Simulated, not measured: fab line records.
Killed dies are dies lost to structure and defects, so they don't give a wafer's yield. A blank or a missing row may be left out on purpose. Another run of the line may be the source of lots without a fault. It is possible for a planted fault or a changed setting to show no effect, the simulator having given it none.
A lot that was struck, set against a sound lot	flow sky130	31 out of 708 route steps
Sound: wafers L518.1, L518.2, L518.4. Wafers struck: L503.2, L503.4, L503.5. The cause is given at the end.
For every step that has rows: the tool of each side, followed by ch and its chambers, followed by its first start. Under that, the readings that differ: sound wafers	struck wafers	difference of the means	sigmas: that difference in standard deviations of wafers without a fault.
alike: a reading whose means differ by less than 2 such deviations, as well as words and numbers matching on both sides. not compared: withheld readings; readings where some wafer has no value; bounds like >300 that might hide an equal value; numbers whose values overlap and for which the record gives no deviation.
Wherever a step has rows on one side only, a row that says differs or no value, or a row with sigmas, the two part there. Numbers that don't overlap but have no deviation are shown without sigmas and don't part them. A reading missing from all wafers of one side parts the sides only when that side holds two or more wafers.

SKY_FIELD_ISO_BOW_MEAS_00:
  sound on film_metro-02 at day 4 23:00; struck on film_metro-02 at day 1 20:01
  alike: INCOMING_BOW
then, 1 step without rows for these wafers: SKY_FIELD_ISO_OXIDATION_01 (stabilise 600 s, purge 300 s, target thk 12 nm).
SKY_FIELD_ISO_THK_MEAS_02:
  sound on film_metro-02 at day 5 00:38; struck on film_metro-04 at day 1 22:41
  alike: FIELD_ISO_OXIDATION_00_THK
SKY_FIELD_ISO_CVD_03: deposits Si3N4 from DCS/NH3, target thk 165 nm, time 2830 s.
  sound on lpcvd-02 ch 0, day 5 02:15; struck on lpcvd-02 ch 1, day 1 22:44
reading	sound	struck	difference	sigmas
pressure_mtorr (mTorr)	250.0 250.1 250.0	300.7 299.8 300.4	+50.3	+99 or more
model.Si3N4_of_FIELD_ISO_CVD_03.thk_nm (nm)	160.2 159.8 161.2	173.6 173.9 173.8	+13.4	
SKY_FIELD_ISO_THK_MEAS_04:
  sound on film_metro-02 at day 5 04:57; struck on film_metro-02 at day 2 00:32
reading	sound	struck	difference	sigmas
FIELD_ISO_CVD_03_THK (nm)	160.2 160.0 161.4	173.5 173.9 173.8	+13.2	+10
then, 8 steps without rows for these wafers: SKY_FIELD_ISO_DEHYDRATE_05 (time 60 s); SKY_FIELD_ISO_HMDS_06 (prime time 60 s); SKY_FIELD_ISO_COAT_07 (resist thk 60 nm); SKY_FIELD_ISO_COAT_08 (resist thk 450 nm); SKY_FIELD_ISO_SOFTBAKE_09 (time 90 s); SKY_FIELD_ISO_EXPOSE_10 (exposes mask FOM, target cd 150 nm); SKY_FIELD_ISO_PEB_11; SKY_FIELD_ISO_DEVELOP_12 (develop time 60 s).
SKY_FIELD_ISO_CD_MEAS_13: the cd target is 150 nm.
  sound on cd_sem-01 at day 5 22:17; struck on cd_sem-02 at day 2 15:23
  alike: cd_nm
SKY_FIELD_ISO_ETCH_14: etches BARC in N2/H2, stops on SiO2, time 45.9 s, target depth 60 nm.
  sound on rie_diel-03 ch 0,1, day 5 22:25; struck on rie_diel-03 ch 0,1, day 2 15:29
reading	sound	struck	difference	sigmas
n2_flow_sccm (sccm)	99.6 99.6 99.7	100.2 100.3 100.3	+0.6	+2
  alike: drypump_motor_current_A, oes_product_au, rf_fwd_power_W, throttle_valve_pct
  not compared: rf_hours_counter_h
SKY_FIELD_ISO_ETCH_15: etches the open film in CHF3/O2, stops on Si, target depth 180 nm, time 72 s.
  sound on rie_diel-03 ch 0,1, day 5 22:27; struck on rie_diel-03 ch 0,1, day 2 15:32
reading	sound	struck	difference	sigmas
oes_product_au (a.u.)	0.945 0.935 0.925	0.974 0.973 0.977	+0.040	+7
model.etch.depth_nm (nm)	160.2 159.8 161.2	173.6 173.9 173.8	+13.4	
  alike: O2_flow_sccm, drypump_motor_current_A, rf_fwd_power_W, throttle_valve_pct
  not compared: rf_hours_counter_h
SKY_FIELD_ISO_STRIP_16: strips in O2/N2.
  sound on plasma_asher-04 ch 0,1, day 5 22:31; struck on plasma_asher-04 ch 0,1, day 2 15:35
  alike: drypump_motor_current_A, n2_flow_sccm, oes_product_au, strip_time_to_endpoint_s
  not compared: rf_hours_counter_h
SKY_FIELD_ISO_ETCH_17: etches Si in HBr/Cl2/O2, target depth 342 nm, time 97.7 s.
  sound on rie_si-01 ch 0,2,3, day 5 22:37; struck on rie_si-01 ch 0,2, day 2 15:41
  alike: O2_flow_sccm, drypump_motor_current_A, oes_product_au, rf_fwd_power_W, throttle_valve_pct
  not compared: rf_hours_counter_h
then, 5 steps without rows for these wafers: SKY_FIELD_ISO_WET_ETCH_18 (etches Si3N4 in H3PO4, target depth 25 nm, time 286 s); SKY_FIELD_ISO_CLEAN_19 (cleans in SC1/SC2, time 150 s); SKY_FIELD_ISO_CLEAN_20 (cleans in dHF, time 20 s); SKY_FIELD_ISO_WET_ETCH_21 (etches SiO2 in dHF, target depth 20 nm, time 400 s); SKY_FIELD_ISO_OXIDATION_22 (stabilise 600 s, purge 300 s, target thk 10 nm).
SKY_FIELD_ISO_THK_MEAS_23:
  sound on film_metro-03 at day 6 01:23; struck on film_metro-02 at day 2 18:22
  alike: FIELD_ISO_OXIDATION_01_THK
then, 1 step without rows for these wafers: SKY_FIELD_ISO_CVD_24 (deposits SiO2, target thk 595 nm, time 99.2 s).
SKY_FIELD_ISO_THK_MEAS_25:
  sound on film_metro-02 at day 6 01:31; struck on film_metro-02 at day 2 18:30
  alike: FIELD_ISO_CVD_24_THK
then, 1 step without rows for these wafers: SKY_FIELD_ISO_ANNEAL_26 (time 1800 s).
SKY_FIELD_ISO_CMP_27: polishes, stops on Si3N4, t overpolish 16 s, target thk 457.8 nm.
  sound on cmp-01 ch 0,2,3, day 6 04:24; struck on cmp-01 ch 1,2,3, day 2 21:28
  alike: motor_current_A, slurry_filter_dp_kPa
SKY_FIELD_ISO_WET_ETCH_28: etches SiO2 in dHF, target depth 23.7 nm, time 47 s.
  sound on wet_bench-01 ch 0, day 6 04:42; struck on wet_bench-02 ch 0, day 2 21:40
reading	sound	struck	difference	sigmas
model.Si3N4_of_FIELD_ISO_CVD_03.thk_nm (nm)	113.7 113.1 114.6	127.3 127.8 127.7	+13.8	
then, 1 step without rows for these wafers: SKY_FIELD_ISO_WET_ETCH_29 (etches Si3N4 in H3PO4, target depth 160 nm, time 1825 s).
-- record jumps: 43 days separate the struck wafers' starts on either side; left off in module FIELD_ISO, taken up again in module PAD_OPEN, whose first shown step is the route's number 708 --
SKY_PAD_OPEN_PROBE_99:
  sound on prober-02 at day 49 17:34; struck on prober-02 at day 46 04:10
reading	sound	struck	difference	sigmas
model.etest.sram_nfet_pass.off_log10_a_um	-12.48 -12.62 -12.39	-13.04 -13.05 -13.1	-0.57	
  alike: killed_at_M0_to_M3, killed_at_M4_up, killed_at_contacts, killed_at_front_end, killed_at_other, killed_dies, killed_open, killed_short
  not compared: model.etest.pfet_16v.r_on_ohm_um

== WHERE THEY PART ==
Earliest at SKY_FIELD_ISO_CVD_03; latest, in this record, at SKY_FIELD_ISO_ETCH_15. Later steps at which nothing parts them and some readings are alike: SKY_FIELD_ISO_STRIP_16, SKY_FIELD_ISO_ETCH_17, SKY_FIELD_ISO_THK_MEAS_23, SKY_FIELD_ISO_THK_MEAS_25, SKY_FIELD_ISO_CMP_27, SKY_PAD_OPEN_PROBE_99.

WHY: whatever the simulator had introduced
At SKY_FIELD_ISO_CVD_03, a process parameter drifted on lpcvd-02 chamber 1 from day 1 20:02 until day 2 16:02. Setting pressure_mtorr shifted by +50 from 250. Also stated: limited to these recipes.
